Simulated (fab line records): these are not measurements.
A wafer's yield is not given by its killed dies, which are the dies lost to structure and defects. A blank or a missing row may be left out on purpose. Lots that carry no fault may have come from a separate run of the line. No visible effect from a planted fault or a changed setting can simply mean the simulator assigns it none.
Which of the tools did it?	flow gf180mcu	14 lots, 40 wafers sampled, at 5 steps of a route of 602

== WHAT THE GAUGES SHOWED, per wafer ==
GF_POLY_GATE_CD_MEAS_10: the cd target is 280 nm.
lot	measured	on	cd-nm (nm)
L137	day 9 01:36	cd-sem-01	279.5 277.9 278.2
L138	day 9 11:56	cd-sem-01	280.6 280.8 280.8
L139	day 10 01:15	cd-sem-01	277.8 278.0 276.9
L141	day 10 02:59	cd-sem-02	278.8 277.7 278.6
L142	day 10 12:29	cd-sem-01	280.3 281.4 280.5
L145	day 11 14:23	cd-sem-01	286.7 279.1
L146	day 11 17:52	cd-sem-02	279.2 288.1
L153	day 13 20:56	cd-sem-02	277.0 278.4 277.7
L155	day 14 11:22	cd-sem-01	277.6 277.8 277.9
L156	day 14 15:13	cd-sem-01	279.7 279.1 279.9
L157	day 15 05:40	cd-sem-01	278.5 279.0 279.3
L158	day 15 10:18	cd-sem-01	279.2 278.3 278.5
L159	day 15 16:19	cd-sem-01	278.6 279.3 279.5
L160	day 16 02:52	cd-sem-02	279.7 280.0 280.2

GF_HV_LDD_OVL_MEAS_08.
lot	measured	on	HV_LDD_OVL (nm)
L137	day 9 20:40	overlay-02	-2.7 -1.8 -2.1
L138	day 10 07:20	overlay-02	-1.6 -0.5 -0.8
L139	day 10 21:04	overlay-01	0.8 -0.7 -0.2
L141	day 10 22:53	overlay-01	-1.6 -2.3 0.1
L142	day 11 08:40	overlay-01	-2.1 -1.1 0.6
L145	day 12 10:37	overlay-02	-2.0 -2.2
L146	day 12 15:22	overlay-01	-1.7 -1.9
L153	day 14 20:16	overlay-01	0.3 -0.4 -0.6
L155	day 15 11:37	overlay-01	-1.3 -2.1 -1.1
L156	day 15 14:41	overlay-02	-0.9 -1.8 -1.0
L157	day 16 06:38	overlay-02	-0.4 -0.2 -1.2
L158	day 16 13:40	overlay-01	1.7 0.9 1.6
L159	day 16 21:19	overlay-01	-1.8 -0.1 0.6
L160	day 17 03:32	overlay-02	-0.6 -1.3 -0.1

GF_HV_LDD_CD_MEAS_19: the cd target is 400 nm.
lot	measured	on	cd-nm (nm)
L137	day 10 14:06	cd-sem-01	397.6 396.1 398.0
L138	day 11 01:23	cd-sem-01	395.4 395.1 395.9
L139	day 11 16:00	cd-sem-02	402.1 404.7 399.9
L141	day 11 17:35	cd-sem-01	399.2 400.7 397.2
L142	day 12 03:31	cd-sem-01	399.1 399.0 397.7
L145	day 13 06:34	cd-sem-02	400.0 400.4
L146	day 13 11:50	cd-sem-02	400.0 398.7
L153	day 15 17:24	cd-sem-02	396.5 396.9 395.9
L155	day 16 08:55	cd-sem-02	400.3 399.9 399.8
L156	day 16 12:23	cd-sem-02	402.5 403.2 403.1
L157	day 17 05:56	cd-sem-02	399.5 401.6 398.5
L158	day 17 13:05	cd-sem-02	401.5 402.5 397.9
L159	day 17 20:37	cd-sem-01	397.7 398.5 396.0
L160	day 18 02:08	cd-sem-01	402.2 400.9 400.4

== WHAT TOOL EACH LOT RAN ON (gives the tool, then ch and the chambers of the sampled wafers, and finally the start) ==
lot	GF_POLY_GATE_PEB_08	GF_POLY_GATE_ETCH_13
L137	litho-track-01 ch 0, day 9 01:15	rie-si-01 ch 2,3, day 9 01:49
L138	litho-track-01 ch 0, day 9 11:37	rie-si-02 ch 1,2, day 9 12:07
L139	litho-track-02 ch 0, day 10 00:54	rie-si-01 ch 2,3, day 10 01:27
L141	litho-track-01 ch 0, day 10 02:40	rie-si-02 ch 0,2,3, day 10 03:10
L142	litho-track-03 ch 0, day 10 12:09	rie-si-01 ch 1,2,3, day 10 12:40
L145	litho-track-03 ch 0, day 11 14:03	rie-si-02 ch 0,2, day 11 14:34
L146	litho-track-03 ch 0, day 11 17:31	rie-si-02 ch 0,2, day 11 18:04
L153	litho-track-02 ch 0, day 13 20:35	rie-si-01 ch 1,2, day 13 21:09
L155	litho-track-02 ch 0, day 14 11:02	rie-si-01 ch 1,2,3, day 14 11:33
L156	litho-track-03 ch 0, day 14 14:53	rie-si-01 ch 1,2,3, day 14 15:22
L157	litho-track-03 ch 0, day 15 05:20	rie-si-01 ch 0,3, day 15 05:49
L158	litho-track-01 ch 0, day 15 09:57	rie-si-01 ch 1,2,3, day 15 10:31
L159	litho-track-02 ch 0, day 15 15:59	rie-si-01 ch 0,1,2, day 15 16:30
L160	litho-track-03 ch 0, day 16 02:32	rie-si-02 ch 1,2, day 16 03:01
- GF_POLY_GATE_PEB_08: peb time 90 s.
- GF_POLY_GATE_ETCH_13: etches poly-Si in HBr/Cl2, stops on SiO2, target depth 198.5 nm, time 69.6 s.

== AS READ BY THE TOOLS THEMSELVES (means over the sampled wafers that have a number; for cases with no such wafer, the mark the record gives instead) ==
GF_POLY_GATE_PEB_08.
lot	tool	heater-power-total-W (W)	plate-temp-C (C)
L137	litho-track-01	85.71	135.04
L138	litho-track-01	85.71	135.03
L139	litho-track-02	85.74	134.96
L141	litho-track-01	85.65	134.96
L142	litho-track-03	85.73	134.96
L145	litho-track-03	90.25	134.85
L146	litho-track-03	90.25	134.77
L153	litho-track-02	85.71	134.96
L155	litho-track-02	85.65	134.97
L156	litho-track-03	85.73	134.90
L157	litho-track-03	85.74	135.03
L158	litho-track-01	85.68	134.78
L159	litho-track-02	85.76	134.88
L160	litho-track-03	85.64	135.19

GF_POLY_GATE_ETCH_13.
lot	tool	drypump-motor-current-A (A)	oes-product-au (a.u.)	throttle-valve-pct (%)
L137	rie-si-01	5.9	0.988	33.679
L138	rie-si-02	5.4	0.993	33.688
L139	rie-si-01	5.8	0.987	33.684
L141	rie-si-02	6.0	1.000	33.686
L142	rie-si-01	5.6	0.994	33.683
L145	rie-si-02	6.0	0.994	33.688
L146	rie-si-02	6.0	0.992	33.689
L153	rie-si-01	5.3	0.991	33.683
L155	rie-si-01	5.6	1.003	33.679
L156	rie-si-01	5.6	0.992	33.678
L157	rie-si-01	5.5	0.986	33.678
L158	rie-si-01	5.5	0.985	33.683
L159	rie-si-01	5.3	0.991	33.678
L160	rie-si-02	5.4	0.984	33.686

== THE ANSWER, worked out from the rows above alone ==
Rule: the lots themselves supply what counts as usual. Put in order of their means at a reading, lots are off if they are a third of the lots or fewer, leave a main group of 4 or more, and stand apart from it by a gap of 3 or more times the standard deviation of the main group's means; of several such gaps the widest counts. A main group whose means are all the same, to the digits that the tables above print for the reading, isn't used. A lot without any number at a reading at which 4 lots or more have one is off too. The other lots that the step has rows for count as sound. Order of review: gauges by route order, followed by the tools' own readings, for which a lot's mean as printed above is used. At the first step where some lot is off, the reading lying furthest off is the one used; lots without a number count as furthest.
Off: L145, L146, at GF_POLY_GATE_PEB_08 (heater-power-total-W). The main group: mean 85.70 W, standard deviation 0.038.
A tool fits if, at that step or a process step before it, it ran every lot that is off, and no sound lot after the first of them. Not one of the candidates tried fits.

== WHAT THE SIMULATOR HAD PUT IN ==
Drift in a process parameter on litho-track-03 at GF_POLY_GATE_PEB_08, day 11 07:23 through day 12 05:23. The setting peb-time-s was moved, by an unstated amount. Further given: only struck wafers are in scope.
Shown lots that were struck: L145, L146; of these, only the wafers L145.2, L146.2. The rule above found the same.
